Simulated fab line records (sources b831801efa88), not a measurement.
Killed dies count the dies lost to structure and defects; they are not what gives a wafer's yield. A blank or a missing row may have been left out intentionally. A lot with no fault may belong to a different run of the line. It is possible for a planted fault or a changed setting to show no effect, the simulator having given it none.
Comparing a struck lot with a sound one :: flow gf180mcu :: 23 steps out of a route of 602
Sound: the wafers L727.1, L727.4, L727.5. Struck: wafers L735.1, L735.3, L735.5. Last of all comes the cause.
At each step with rows: each side's tool, then ch and its chambers, then its first start. Under that, the readings that differ: sound wafers :: struck wafers :: difference of the means :: sigmas: that difference in standard deviations of wafers without a fault.
alike: readings whose means differ by less than 2 such deviations, and words and numbers that are the same on both sides. not compared: withheld readings, readings that some wafer has no value for, bounds like >300 that may hide the same value, and numbers for which the record gives no deviation and whose values overlap.
A row with sigmas, a row that says differs or no value, or rows on one side alone: a step with any of these is where the two part. When numbers do not overlap yet have no deviation, they are printed without sigmas and do not part them. A reading missing from all wafers of one side parts the sides only when that side holds two or more wafers.

first, 2 steps without rows for these wafers: GF_HV_LDD_PEB_29; GF_HV_LDD_DEVELOP_30 (develop time 60 s).
GF_HV_LDD_CD_MEAS_31: the cd target is 400 nm.
  sound on cd-sem-02 at day 12 03:31; struck on cd-sem-01 at day 15 00:41
  alike: cd-nm
GF_HV_LDD_OVL_MEAS_32:
  sound on overlay-01 at day 12 03:38; struck on overlay-01 at day 15 00:48
  alike: HV_LDD_02_OVL
then, 4 steps without rows for these wafers: GF_HV_LDD_IMPLANT_33; GF_HV_LDD_IMPLANT_34; GF_HV_LDD_IMPLANT_35; GF_HV_LDD_IMPLANT_36.
GF_HV_LDD_STRIP_37: strips in O2/N2.
  sound on plasma-asher-01 ch 1, day 12 04:16; struck on plasma-asher-01 ch 0,1, day 15 01:26
  alike: drypump-motor-current-A, heater-power-w, oes-product-au, strip-time-to-endpoint-s
  not compared: rf-hours-counter-h
GF_HV_LDD_TW_MEAS_38:
  sound on film-metro-04 at day 12 04:22; struck on film-metro-01 at day 15 01:32
  alike: HV_LDD_3_TW
then, 2 steps without rows for these wafers: GF_HV_LDD_DEHYDRATE_39 (time 60 s); GF_HV_LDD_HMDS_40 (prime time 60 s).
GF_HV_LDD_COAT_41: resist thk 1000 nm.
  sound on litho-track-01 ch 0, day 12 13:56; struck on litho-track-03 ch 0, day 15 11:43
reading: spin-speed-rpm (rpm)
sound: 3000.7 2999.7 2999.9
struck: 2877.9 2880.8 2880.0
difference: -120.5
sigmas: -63

reading: model.NOVOLAK_of_HV_LDD_COAT_41.thk-nm (nm)
sound: 1002 1000 999.6
struck: 1023 1023 1021
difference: +22
sigmas: 
then, 3 steps without rows for these wafers: GF_HV_LDD_SOFTBAKE_42 (time 60 s); GF_HV_LDD_EXPOSE_43 (exposes mask Pplus HV AREA, target cd 400 nm); GF_HV_LDD_PEB_44.
GF_HV_LDD_DEVELOP_45: develop time 60 s.
  sound on litho-track-01 ch 0, day 12 23:47; struck on litho-track-01 ch 0, day 15 22:56
reading: model.NOVOLAK_of_HV_LDD_COAT_41.thk-nm (nm)
sound: 1001 1000 999.2
struck: 1023 1023 1021
difference: +22
sigmas: 
GF_HV_LDD_CD_MEAS_46: the cd target is 400 nm.
  sound on cd-sem-01 at day 12 23:56; struck on cd-sem-01 at day 15 23:05
  alike: cd-nm
GF_HV_LDD_OVL_MEAS_47:
  sound on overlay-02 at day 13 00:03; struck on overlay-02 at day 15 23:12
  alike: HV_LDD_03_OVL
after that, 1 step had no rows for these wafers: GF_HV_LDD_IMPLANT_48.
GF_HV_LDD_STRIP_49: strips in O2/N2.
  sound on plasma-asher-04 ch 1, day 13 00:14; struck on plasma-asher-01 ch 0,1, day 15 23:23
reading: strip-time-to-endpoint-s (s)
sound: 12.64 12.63 12.61
struck: 12.83 12.84 12.81
difference: +0.20
sigmas: +5
  alike: drypump-motor-current-A, heater-power-w, oes-product-au
  not compared: rf-hours-counter-h
GF_HV_LDD_TW_MEAS_50:
  sound on film-metro-03 at day 13 00:20; struck on film-metro-01 at day 15 23:29
reading: HV_LDD_4_TW
sound: 572 571 574
struck: 565 561 565
difference: -9
sigmas: -2
-- a jump in the record: the struck wafers' starts before and after are 16 days apart (it breaks off in module HV_LDD and resumes in module PASSIVATION, where the first step shown is number 602 of the route) --
GF_PASSIVATION_PROBE_99:
  only the struck wafers here have rows in the record (prober-01, day 32 05:08); the sound ones have none

WHERE THEY PART
At GF_HV_LDD_COAT_41 first; at GF_PASSIVATION_PROBE_99 last (within this record only).

WHY: the cause the simulator had injected
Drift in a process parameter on litho-track-03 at GF_HV_LDD_COAT_41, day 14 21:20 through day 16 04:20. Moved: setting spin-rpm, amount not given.
